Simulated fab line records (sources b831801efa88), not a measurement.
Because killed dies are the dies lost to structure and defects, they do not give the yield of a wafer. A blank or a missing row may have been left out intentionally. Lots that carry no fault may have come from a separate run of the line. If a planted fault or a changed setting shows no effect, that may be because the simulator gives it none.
8D (eight disciplines) problem report, filled in by code | flow sfq line | the parts of the form that need people (team, actions taken, sign-off) are left out

## 1. THE PROBLEM
thk nm at SFQ_TRILAYER_I4_METRO_MEASURE_101 reads a mean of 179.3 nm on 3 wafers of 2 lots; wafers without a fault read 200.2 nm with a standard deviation of 1.2. That is -17 standard deviations from the usual mean.
First seen on wafer L647.1, day 47 12:22, on film metro-03. Wafers with a number at this step in the record: 42, from 14 lots. Rule for "out", or "out of limits": more than 4 standard deviations from the usual mean. The other wafers with a number count as sound.

## 2. WHAT IT IS AND WHAT IT IS NOT
question                    | is                     | is not
which readings at this step | thk nm                 | -
which lots                  | L647, L648             | L640, L641, L642, L643, L645, L646, L650, L654, L658, L659, L660, L663
which wafers of those lots  | L647.1, L647.4, L648.2 | L647.5, L648.3, L648.6
read on which tools         | film metro-03          | film metro-01
when                        | from day 47 12:22      | up to then (19 sound wafers); but 20 sound wafers of L648, L650, L654, L658, L659, L660, L663 came after

## 3. WHAT RULES OUT EACH SUSPECT
Counting: a tool at a process step up to the reading stays a suspect if it ran every lot that is out. Sound lots after the first of them don't rule it out here, since some wafers of a struck lot are sound.
- cmp-01 at SFQ_TRILAYER_I4_CMP_CMP_100 (polishes SiO2): kept. It ran every lot that is out, first L647 (day 47 09:44); its last sound lot up to then is L646 (day 47 07:14).
- film metro-03 at SFQ_TRILAYER_I4_METRO_MEASURE_101: kept. It ran every lot that is out, first L647 (day 47 12:22); its last sound lot up to then is L641 (day 45 16:15). On those wafers its own readings are out: thk nm.
Remaining after the count are cmp-01 at SFQ_TRILAYER_I4_CMP_CMP_100 and film metro-03 at SFQ_TRILAYER_I4_METRO_MEASURE_101.

## 4. THE CAUSE (what the simulator had put in)
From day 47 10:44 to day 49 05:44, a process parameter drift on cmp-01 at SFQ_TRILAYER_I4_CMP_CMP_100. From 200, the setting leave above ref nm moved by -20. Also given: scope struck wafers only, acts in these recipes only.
2 suspects survive the count, and this tool is in that group.

## 5. THE EFFECT CHAIN, in route order
Rows list readings where the struck wafers' mean (over those with a number) sits beyond 3 standard deviations from the usual. Readings are gone through only where the record gives a usual standard deviation; hours: the median, over the lots, of the time from a lot's start at the first step in this table giving one to that lot's start at this step; sigmas: the change measured in usual standard deviations.
hours | step                                  | reading        | usual      | on struck wafers | change | sigmas
0     | SFQ_TRILAYER_I4_METRO_MEASURE_101     | thk nm         | 200.2 nm   | 179.3            | -20.9  | -17
100   | SFQ_TRILAYER_I4_VIA_ETCH_VIA_ETCH_106 | oes product au | 0.855 a.u. | 0.805            | -0.050 | -9.4
The process steps in it:
- SFQ_TRILAYER_I4_METRO_MEASURE_101
- SFQ_TRILAYER_I4_VIA_ETCH_VIA_ETCH_106: etches SiO2 in CHF3, stops on Nb, target depth 260 nm.

## 6. WHAT WOULD HAVE CAUGHT IT SOONER
In this record no reading fell out of limits until day 47 12:22, 2 hours after the fault had begun at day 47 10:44.
Of the tool readings at SFQ_TRILAYER_I4_CMP_CMP_100 for which the record gives a usual standard deviation, none was out on any struck wafer, so an alarm limit of 4 standard deviations on them would not have fired.
Lots out: 2; of these, L648 started SFQ_TRILAYER_I4_CMP_CMP_100 on cmp-01 after day 47 12:22. It would have been spared by a hold on the tool at that moment.
